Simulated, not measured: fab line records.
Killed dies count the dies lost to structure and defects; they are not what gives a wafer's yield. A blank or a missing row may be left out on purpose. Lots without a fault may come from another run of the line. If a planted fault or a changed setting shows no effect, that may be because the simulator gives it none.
A single fault, viewed from 2 desks ; flow gf180mcu ; every desk sees just its own numbers, and what lay behind them comes last

## AT THE TOOL OWNER'S DESK: pecvd-01
The tool's own readings at GF_MIM_CVD_05 (deposits Si3N4, target thk 42 nm, time 29.086 s): means of the sampled wafers that have a number, for each lot that ran on this tool. Any lot whose mean is over 4 standard deviations away from the usual mean is out of limits and marked OUT; that distance is given in the brackets.
Columns: A = heater_power_w at GF_MIM_CVD_05, usual 687 W; B = run_length_s at GF_MIM_CVD_05, usual 57.1 s
lot;first seen here;A;B
L630;day 24 06:31;674;56.7
L634;day 26 00:09;662;57.3
L639;day 27 23:52;683;56.7
L641;day 28 03:57;624;57.3
L642;day 28 10:14;609;56.0
L647;day 29 19:06;620;55.8
This desk found nothing out of limits on any of the 6 lots.

## METROLOGY DESK
What the gauges read, lot by lot, whatever tool the lot ran on: means of the sampled wafers that have a number. Any lot whose mean is over 4 standard deviations away from the usual mean is out of limits and marked OUT; that distance is given in the brackets.
Columns: A = V4_BOW at GF_V4_BOW_MEAS_05, usual 134 um; B = MIM_CVD_05_THK at GF_MIM_THK_MEAS_06, usual 41.6 nm; C = cd_nm at GF_M5_CD_MEAS_07, usual 280.1 nm; D = M5_OVL at GF_M5_OVL_MEAS_08, usual 3 nm
lot;first seen here;A;B;C;D
L630;day 23 06:07;133;41.1;278.7;0
L633;day 24 15:36;146;41.3;279.2;2
L634;day 25 01:38;127;41.3;278.9;1
L636;day 25 22:51;129;41.2;279.6;6
L637;day 26 04:16;139;41.3;279.5;3
L638;day 26 20:11;137;41.4;280.7;-3
L639;day 27 02:09;130;41.8;280.5;2
L641;day 27 06:34;138;41.7;279.8;5
L642;day 27 13:05;129;40.3;280.8;2
L644;day 28 06:11;141;41.3;280.3;5
L647;day 28 22:52;135;39.7;280.1;6
L650;day 29 19:41;137;42.2;280.1;-1
L651;day 30 13:19;137;41.8;279.6;2
This desk found nothing out of limits on any of the 13 lots.

## ALL TOGETHER
Nothing out of limits was seen by the tool owner's desk.
From the metrology desk's view, nothing was out of limits.

## WHAT THE SIMULATOR HAD PUT IN
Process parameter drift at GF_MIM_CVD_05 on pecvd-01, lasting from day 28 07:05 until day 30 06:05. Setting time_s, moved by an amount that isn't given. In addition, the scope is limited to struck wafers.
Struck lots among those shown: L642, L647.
